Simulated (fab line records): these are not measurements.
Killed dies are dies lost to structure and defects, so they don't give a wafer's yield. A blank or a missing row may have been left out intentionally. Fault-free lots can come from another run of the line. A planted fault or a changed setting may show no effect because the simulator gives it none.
Struck lot and sound lot, side by side :: flow sfq line :: 41 steps out of a route of 325
Sound: wafers L330.2, L330.3, L330.6. The struck wafers were L318.2, L318.5, L318.6. At the end, the cause is stated.
At each step with rows: each side's tool, then ch and its chambers, then its first start. Under that, the readings that differ: sound wafers :: struck wafers :: difference of the means :: sigmas: that difference in standard deviations of wafers without a fault.
alike: same words and numbers on both sides, and readings whose means sit less than 2 such deviations apart. not compared: any withheld reading, any reading some wafer has no value for, any bound like >300 that may hide the same value, and any number with overlapping values for which the record gives no deviation.
Wherever a step has rows on one side only, a row that says differs or no value, or a row with sigmas, the two part there. Non-overlapping numbers with no deviation appear without sigmas and do not part them. A reading missing from all wafers of one side parts the sides only when that side holds two or more wafers.

first, 1 step without rows for these wafers: SFQ_TRILAYER_M2_DEP_SPUTTER_055 (material Nb, target thk 200 nm, time 133.3 s).
SFQ_M2_RS_MEAS_914: measures by four-point-probe.
  sound on film metro-02 at day 26 12:50; struck on film metro-03 at day 25 14:02
  alike: M2_NB_RS
then, 6 steps without rows for these wafers: SFQ_TRILAYER_M2_LITHO_COAT_062 (resist thk 62 nm); SFQ_TRILAYER_M2_LITHO_COAT_057 (resist thk 600 nm); SFQ_TRILAYER_M2_LITHO_SOFTBAKE_061; SFQ_TRILAYER_M2_LITHO_EXPOSE_058 (exposes mask M2, target cd 500 nm); SFQ_TRILAYER_M2_LITHO_PEB_060 (peb time 60 s); SFQ_TRILAYER_M2_LITHO_DEVELOP_059 (time 60 s).
-- the record jumps here: 6 days lie between the struck wafers' starts before and after --
SFQ_M2_OVL_MEAS_916:
  sound on overlay-01 at day 32 09:57; struck on overlay-02 at day 31 08:38
reading: M2_OVL (nm)
sound: -8 -3 -6
struck: 5 3 5
difference: +10
sigmas: +2
SFQ_TRILAYER_M2_BARC_OPEN_METAL_ETCH_077: etches BARC in O2, target depth 125 nm, time 41.7 s.
  sound on rie metal-03 ch 0,1, day 32 09:59; struck on rie metal-04 ch 0,1, day 31 08:40
  alike: drypump motor current A, oes product au
  not compared: rf hours counter h
then, 1 step without rows for these wafers: SFQ_TRILAYER_M2_ETCH_METAL_ETCH_060 (etches Nb in Cl2/Ar, stops on SiO2, target depth 240 nm, time 120 s).
SFQ_TRILAYER_M2_STRIP_STRIP_061: strips in O2.
  sound on rie metal-03 ch 0,1, day 32 10:10; struck on rie metal-04 ch 0,1, day 31 08:50
  no value came back on the struck wafers for chamber pressure mTorr (mTorr), drypump motor current A (A), oes product au (a.u.); on the sound wafers chamber pressure mTorr (mTorr) reads 50.01 50.02 49.98
reading: model.KrF_of_TRILAYER_M2_LITHO_COAT_057.thk nm (nm)
sound: 0 0 0
struck: 377.4 378.5 379.6
difference: +378.5
sigmas: 

reading: model.BARC_of_TRILAYER_M2_LITHO_COAT_062.thk nm (nm)
sound: 0 0 0
struck: 61.93 61.83 61.79
difference: +61.85
sigmas: 
  not compared: rf hours counter h
then, 3 steps without rows for these wafers: SFQ_TRILAYER_M2_STRIP_SOLV_CLEAN_062 (cleans in NMP, time 600 s); SFQ_TRILAYER_I2_DEP_PECVD_063 (deposits SiO2 from SiH4/N2O, time 111.11 s, target thk 500 nm); SFQ_TRILAYER_I2_CMP_CMP_064 (polishes SiO2).
SFQ_I2_BOW_MEAS_917:
  sound on film metro-03 at day 32 20:26; struck on film metro-03 at day 31 14:31
  alike: I2_BOW
then, 7 steps without rows for these wafers: SFQ_TRILAYER_I2_METRO_MEASURE_065; SFQ_TRILAYER_I2_VIA_LITHO_COAT_072 (resist thk 62 nm); SFQ_TRILAYER_I2_VIA_LITHO_COAT_067 (resist thk 650 nm); SFQ_TRILAYER_I2_VIA_LITHO_SOFTBAKE_071; SFQ_TRILAYER_I2_VIA_LITHO_EXPOSE_068 (exposes mask I2, target cd 500 nm); SFQ_TRILAYER_I2_VIA_LITHO_PEB_070 (peb time 60 s); SFQ_TRILAYER_I2_VIA_LITHO_DEVELOP_069 (time 60 s).
-- the record jumps here: 7 days lie between the struck wafers' starts before and after --
SFQ_I2_OVL_MEAS_918:
  sound on overlay-01 at day 39 06:39; struck on overlay-02 at day 38 05:27
  alike: I2_OVL
SFQ_TRILAYER_I2_VIA_BARC_OPEN_VIA_ETCH_096: etches BARC in O2, target depth 125 nm, time 41.7 s.
  sound on rie diel-03 ch 0,1,2, day 39 06:41; struck on rie diel-01 ch 0,3, day 38 05:29
  alike: drypump motor current A, oes product au
  not compared: rf hours counter h
SFQ_TRILAYER_I2_VIA_ETCH_VIA_ETCH_070: etches SiO2 in CHF3, stops on Nb, target depth 260 nm.
  sound on rie diel-03 ch 0,1,2, day 39 06:43; struck on rie diel-01 ch 0,3, day 38 05:31
reading: oes product au (a.u.)
sound: 0.851 0.849 0.839
struck: 0.862 0.862 0.861
difference: +0.015
sigmas: +3
  alike: drypump motor current A
then, 3 steps without rows for these wafers: SFQ_TRILAYER_I2_VIA_STRIP_STRIP_071 (strips in O2); SFQ_TRILAYER_I2_VIA_STRIP_SOLV_CLEAN_072 (cleans in NMP, time 600 s); SFQ_TRILAYER_M3_DEP_PRE_CLEAN_074 (time 22.5 s).
SFQ_TRILAYER_M3_DEP_SPUTTER_073: material Nb, target thk 200 nm, time 133.3 s.
  sound on pvd sputter-06 at day 39 07:40; struck on pvd sputter-05 at day 38 06:26
  alike: throttle valve pct
SFQ_M3_RS_MEAS_919: measures by four-point-probe.
  sound on film metro-03 at day 39 07:46; struck on film metro-04 at day 38 06:33
reading: M3_NB_RS (ohm/sq)
sound: 0.902 0.916 0.910
struck: 0.885 0.888 0.890
difference: -0.022
sigmas: -2
then, 6 steps without rows for these wafers: SFQ_TRILAYER_M3_LITHO_COAT_080 (resist thk 62 nm); SFQ_TRILAYER_M3_LITHO_COAT_075 (resist thk 600 nm); SFQ_TRILAYER_M3_LITHO_SOFTBAKE_079; SFQ_TRILAYER_M3_LITHO_EXPOSE_076 (exposes mask M3, target cd 500 nm); SFQ_TRILAYER_M3_LITHO_PEB_078 (peb time 60 s); SFQ_TRILAYER_M3_LITHO_DEVELOP_077 (time 60 s).
SFQ_M3_OVL_MEAS_921:
  sound on overlay-01 at day 45 03:28; struck on overlay-01 at day 38 23:44
  alike: M3_OVL
then, 1 step without rows for these wafers: SFQ_TRILAYER_M3_BARC_OPEN_METAL_ETCH_100 (etches BARC in O2, target depth 125 nm, time 41.7 s).
SFQ_TRILAYER_M3_ETCH_METAL_ETCH_078: etches Nb in Cl2/Ar, stops on SiO2, target depth 240 nm, time 120 s.
  sound on rie metal-03 ch 0,1, day 45 03:33; struck on rie metal-03 ch 0,1, day 38 23:49
  alike: drypump motor current A, oes product au
  not compared: rf hours counter h
-- the record jumps here: 36 days lie between the struck wafers' starts before and after --
SFQ_M8_BOW_MEAS_951:
  sound on film metro-03 at day 81 14:04; struck on film metro-01 at day 75 04:15
reading: M8_BOW (um)
sound: -9 3 0
struck: 21 31 24
difference: +27
sigmas: +2

reading: model.etest.i2.link ohm
sound: 1.997 1.993 2.006
struck: 1e+06 1e+06 1e+06
difference: +1e+06
sigmas: 

WHERE THEY PART
Last at SFQ_M8_BOW_MEAS_951 as far as this record goes, first at SFQ_M2_OVL_MEAS_916.

WHY: what the simulator had put in
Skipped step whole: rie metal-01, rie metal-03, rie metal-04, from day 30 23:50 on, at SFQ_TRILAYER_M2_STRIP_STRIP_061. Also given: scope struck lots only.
